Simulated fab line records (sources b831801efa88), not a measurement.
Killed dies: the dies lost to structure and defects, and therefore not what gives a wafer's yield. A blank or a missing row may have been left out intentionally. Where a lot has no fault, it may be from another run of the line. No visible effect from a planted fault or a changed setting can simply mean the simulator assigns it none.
Which tool did it? | flow sky130 | Sampling: 13 lots, 39 wafers, 2 of 708 route steps

## WHAT THE GAUGES SHOWED, per wafer
No reading from a measuring or inspecting step in the record can be judged against a usual standard deviation.

## TOOL THAT RAN EACH LOT (tool first, then ch and the chambers of the sampled wafers, then the start)
lot  | SKY_SONOS_ONO_CVD_04        | SKY_PAD_OPEN_PROBE_99
L822 | lpcvd-03 ch 1, day 11 07:19 | prober-01, day 45 11:07
L823 | lpcvd-03 ch 0, day 11 16:09 | prober-02, day 45 16:28
L826 | lpcvd-03 ch 0, day 12 15:31 | prober-01, day 46 09:37
L827 | lpcvd-03 ch 0, day 13 00:35 | prober-02, day 46 17:53
L828 | lpcvd-03 ch 1, day 13 09:41 | prober-01, day 48 02:31
L829 | lpcvd-03 ch 1, day 13 15:08 | prober-02, day 48 05:56
L830 | lpcvd-03 ch 1, day 14 00:01 | prober-02, day 48 08:12
L831 | lpcvd-03 ch 1, day 14 10:43 | prober-01, day 48 09:09
L832 | lpcvd-03 ch 0, day 14 14:55 | prober-01, day 48 06:25
L833 | lpcvd-03 ch 1, day 15 06:35 | prober-02, day 48 14:14
L834 | lpcvd-03 ch 0, day 15 11:59 | prober-01, day 48 14:19
L835 | lpcvd-03 ch 1, day 15 19:37 | prober-01, day 48 20:53
L838 | lpcvd-03 ch 1, day 16 20:43 | prober-01, day 49 09:31
- SKY_SONOS_ONO_CVD_04: deposits SiO2 from SiH4/N2O, target thk 5.7199 nm.
- SKY_PAD_OPEN_PROBE_99

## AS READ BY THE TOOLS THEMSELVES (means over the sampled wafers that have a number; for cases with no such wafer, the mark the record gives instead)
SKY_SONOS_ONO_CVD_04. Usual: spike-tc-centre-C 899.1 C, standard deviation 0.98; zone-power-centre-pct 20.2 %, standard deviation 0.34; zone-power-top-pct 33.9 %, standard deviation 2.7; zone-power-upper-pct 17.38 %, standard deviation 0.18.
lot  | tool     | spike-tc-centre-C (C) | zone-power-centre-pct (%) | zone-power-top-pct (%) | zone-power-upper-pct (%) | flag
L822 | lpcvd-03 | 899.8                 | 19.9                      | 31.3                   | 17.55                    |
L823 | lpcvd-03 | 899.5                 | 20.5                      | 36.8                   | 17.48                    |
L826 | lpcvd-03 | 898.1                 | 20.2                      | 36.9                   | 17.30                    |
L827 | lpcvd-03 | 898.2                 | 20.5                      | 36.6                   | 17.42                    |
L828 | lpcvd-03 | 899.6                 | 19.9                      | 31.3                   | 17.44                    |
L829 | lpcvd-03 | 900.2                 | 20.0                      | 31.4                   | 17.38                    |
L830 | lpcvd-03 | 899.1                 | 20.0                      | 31.3                   | 17.41                    |
L831 | lpcvd-03 | 899.4                 | 19.9                      | 31.7                   | 17.36                    |
L832 | lpcvd-03 | 899.2                 | 20.5                      | 37.1                   | 17.24                    |
L833 | lpcvd-03 | 898.9                 | 20.0                      | 31.4                   | 17.60                    |
L834 | lpcvd-03 | 898.1                 | 20.5                      | 37.1                   | 17.51                    |
L835 | lpcvd-03 | 899.4                 | 20.0                      | 31.9                   | 17.54                    |
L838 | lpcvd-03 | 916.7                 | 27.3                      | 31.9                   | 14.00                    | OFF

SKY_PAD_OPEN_PROBE_99. Usual: killed_at_M0_to_M3 44, standard deviation 7.1; killed_at_M4_up 3.1, standard deviation 1.8; killed-at-contacts 24, standard deviation 5.3; killed-at-front-end 15, standard deviation 4.5; killed-at-other 0.2, standard deviation 0.42; killed-dies 86, standard deviation 9.6; killed-open 46, standard deviation 6.9; killed-short 40, standard deviation 6.4.
lot  | tool      | killed_at_M0_to_M3 | killed_at_M4_up | killed-at-contacts | killed-at-front-end | killed-at-other | killed-dies | killed-open | killed-short | flag
L822 | prober-01 | 40                 | 2.0             | 22                 | 15                  | 0.3             | 79          | 43          | 37           |
L823 | prober-02 | 44                 | 2.0             | 24                 | 16                  | 0.0             | 86          | 48          | 38           |
L826 | prober-01 | 39                 | 4.0             | 23                 | 15                  | 0.3             | 81          | 43          | 38           |
L827 | prober-02 | 40                 | 3.7             | 26                 | 11                  | 0.0             | 82          | 42          | 40           |
L828 | prober-01 | 43                 | 6.7             | 26                 | 15                  | 0.3             | 91          | 46          | 45           |
L829 | prober-02 | 38                 | 2.7             | 24                 | 21                  | 0.3             | 86          | 48          | 38           |
L830 | prober-02 | 37                 | 4.3             | 23                 | 16                  | 0.3             | 80          | 43          | 37           |
L831 | prober-01 | 51                 | 3.0             | 24                 | 19                  | 0.3             | 97          | 53          | 44           |
L832 | prober-01 | 39                 | 3.7             | 21                 | 15                  | 0.0             | 79          | 43          | 36           |
L833 | prober-02 | 44                 | 5.0             | 26                 | 13                  | 0.0             | 88          | 48          | 41           |
L834 | prober-01 | 46                 | 2.3             | 23                 | 13                  | 0.3             | 85          | 47          | 38           |
L835 | prober-01 | 38                 | 2.3             | 19                 | 17                  | 0.0             | 77          | 44          | 33           |
L838 | prober-01 | 48                 | 5.3             | 22                 | 20                  | 0.3             | 95          | 47          | 48           |

## THE ANSWER, worked out from the rows above alone
Rule: take the mean of a lot's wafers that have a number; if it is more than 3 standard deviations from the usual mean, the lot is off. A lot without any number at a reading at which 4 lots or more have one is off too. The other lots that the step has rows for count as sound. First the gauges in route order, then the tools' own readings, where a lot's mean is used as printed above. The first step at which some lot is off is used, and at that step the reading that is off furthest; a lot without a number counts as furthest.
Off: L838 (SKY_SONOS_ONO_CVD_04, zone-power-centre-pct).
If a tool, at that step or one of the process steps before it, ran each lot that is off and ran no sound lot following the first of them, it fits. One fits: lpcvd-03 at SKY_SONOS_ONO_CVD_04. Its last sound lot is L835 (day 15 19:37), its first lot that is off L838 (day 16 20:43): a fault that began between those two fits.
The tool's own readings at SKY_SONOS_ONO_CVD_04 bear it out: on the lots that are off they differ by more than 5 times the standard deviation of the sound lots' means. spike-tc-centre-C reads 916.7 C there against 899.1 C on the sound lots; zone-power-centre-pct reads 27.3 % there against 20.2 % on the sound lots; zone-power-upper-pct reads 14.00 % there against 17.44 % on the sound lots.

## WHAT WAS PUT IN BY THE SIMULATOR
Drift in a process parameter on lpcvd-03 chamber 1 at SKY_SONOS_ONO_CVD_04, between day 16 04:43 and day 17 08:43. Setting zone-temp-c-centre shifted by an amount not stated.
Struck lots among those shown: L838. Same finding as the rule above.
